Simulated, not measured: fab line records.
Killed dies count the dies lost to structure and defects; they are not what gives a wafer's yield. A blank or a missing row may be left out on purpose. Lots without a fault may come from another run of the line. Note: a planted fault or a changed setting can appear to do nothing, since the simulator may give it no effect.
Problem report, 8D (eight disciplines) form, completed by code    flow sky130    the parts of the form that need people (team, actions taken, sign-off) are left out

== 1. THE ISSUE ==
Across 3 wafers from 3 lots, RES_XHIGH_TW at SKY_RES_XHIGH_TW_MEAS_09 averages 30, while fault-free wafers read 1634 with a standard deviation of 16. So: -99 or more standard deviations from the usual mean.
First observed at day 33 09:29: wafer L636.3, on film-metro-03. At this step, 39 wafers from 14 lots have a number in the record. Rule for "out", or "out of limits": more than 4 standard deviations from the usual mean. The rest of the wafers with a number are treated as sound.

== 2. WHAT IT IS; WHAT IT IS NOT ==
question                     is                            is not
which readings at this step  RES_XHIGH_TW                  -
which lots                   L636, L637, L638              L616, L617, L618, L619, L620, L621, L623, L625, L627, L630, L639
which wafers of those lots   L636.3, L637.2, L638.3        L636.6, L637.4, L638.6
read on which gauges         film-metro-02, film-metro-03  film-metro-04
when                         from day 33 09:29             up to then (31 sound wafers); but 5 sound wafers of L637, L638, L639 came after

== 3. THE SUSPECTS, EACH WITH WHAT RULES IT OUT ==
Counting: any tool at a process step up to the reading remains a suspect provided it ran every lot that is out. Sound lots after the first of them don't rule it out here, since some wafers of a struck lot are sound.
- the gauge at SKY_RES_XHIGH_TW_MEAS_09: ruled out. 2 gauges (film-metro-02, film-metro-03) read the wafers that are out.
- litho-track-02 at SKY_RES_XHIGH_DEVELOP_06 (develop time 60 s): kept. Ran every lot that is out, first one L636 (day 33 09:07); last sound lot up to then L630 (day 31 17:40).
After counting, what remains is litho-track-02 at SKY_RES_XHIGH_DEVELOP_06.

== 4. THE CAUSE (what the simulator had put in) ==
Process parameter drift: litho-track-02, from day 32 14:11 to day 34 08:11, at SKY_RES_XHIGH_DEVELOP_06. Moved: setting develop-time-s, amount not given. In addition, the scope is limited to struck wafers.
This tool alone remained once counting was done.

== 5. THE EFFECT CHAIN, in route order ==
Each row: a reading where the mean over the struck wafers with a number is more than 3 standard deviations away from the usual. Readings are gone through only where the record gives a usual standard deviation; hours: the median, over the lots, of the time from a lot's start at the first step in this table giving one to that lot's start at this step; sigmas: the change measured in usual standard deviations.
hours  step                      reading          usual  on struck wafers  change  sigmas
0      SKY_RES_XHIGH_TW_MEAS_09  RES_XHIGH_TW     1634   30                -1604   -99 or more
401    SKY_PAD_OPEN_PROBE_99     killed-at-other  0.3    406.7             +406.4  +99 or more
401    SKY_PAD_OPEN_PROBE_99     killed-dies      85     492               +407    +41
401    SKY_PAD_OPEN_PROBE_99     killed-on-rim    17     96                +79     +19
The process steps in it:
- SKY_PAD_OPEN_PROBE_99
At these later measuring or inspecting steps, every struck wafer for which the step has a row has a number for every such reading, and none has moved that far: SKY_SD_N_OVL_MEAS_08.

== 6. WHAT WOULD HAVE CAUGHT IT SOONER ==
19 hours passed between the start of the fault at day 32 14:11 and the first reading out of limits at a measuring or inspecting step in this record, taken at day 33 09:29.
L637, L638, from the lots that are out (3), started SKY_RES_XHIGH_DEVELOP_06 on litho-track-02 later than day 33 09:29. A hold on the tool at that time would have spared those 2.
